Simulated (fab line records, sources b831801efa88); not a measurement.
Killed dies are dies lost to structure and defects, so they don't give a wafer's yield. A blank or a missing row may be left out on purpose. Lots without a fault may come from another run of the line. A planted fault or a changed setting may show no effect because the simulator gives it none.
One fault seen from 2 desks | flow gf180mcu | each desk has only its own numbers; what lay behind them comes last

THE METROLOGY DESK
What the gauges read, lot by lot, whatever tool the lot ran on: means of the sampled wafers that have a number. A lot is out of limits, marked OUT, if its mean lies more than 4 standard deviations from the usual mean; the brackets give that distance.
Columns: A = cd_nm at GF_V5_CD_MEAS_14, usual 260.0 nm; B = V5_OVL at GF_V5_OVL_MEAS_15, usual -2 nm
lot  | first seen here | A     | B
L690 | day 29 16:19    | 260.4 | -8
L691 | day 30 01:40    | 261.1 | -5
L692 | day 30 02:27    | 258.6 | -1
L702 | day 33 03:22    | 258.6 | -2
L704 | day 33 05:13    | 260.2 | 2
L706 | day 33 21:33    | 259.6 | -13
This desk's finding: nothing out of limits on any of the 6 lots.

THE TOOL OWNER'S DESK: pvd_sputter-04
The tool's own readings at GF_V5_SPUTTER_21 (material Ti, target thk 15 nm, time 80.02 s): means of the sampled wafers that have a number, for each lot that ran on this tool. A lot is out of limits, marked OUT, if its mean lies more than 4 standard deviations from the usual mean; the brackets give that distance.
Columns: A = chamber_pressure_pa at GF_V5_SPUTTER_21, usual 4.998 Pa; B = throttle_valve_pct at GF_V5_SPUTTER_21, usual 30.2 %
lot  | first seen here | A     | B
L691 | day 30 02:31    | 4.995 | 30.6
L692 | day 30 03:18    | 4.999 | 30.2
L704 | day 33 06:04    | 5.003 | 29.4
This desk's finding: nothing out of limits on any of the 3 lots.

PUT TOGETHER
The metrology desk saw nothing out of limits.
The tool owner's desk saw nothing out of limits.

WHAT THE SIMULATOR HAD PUT IN
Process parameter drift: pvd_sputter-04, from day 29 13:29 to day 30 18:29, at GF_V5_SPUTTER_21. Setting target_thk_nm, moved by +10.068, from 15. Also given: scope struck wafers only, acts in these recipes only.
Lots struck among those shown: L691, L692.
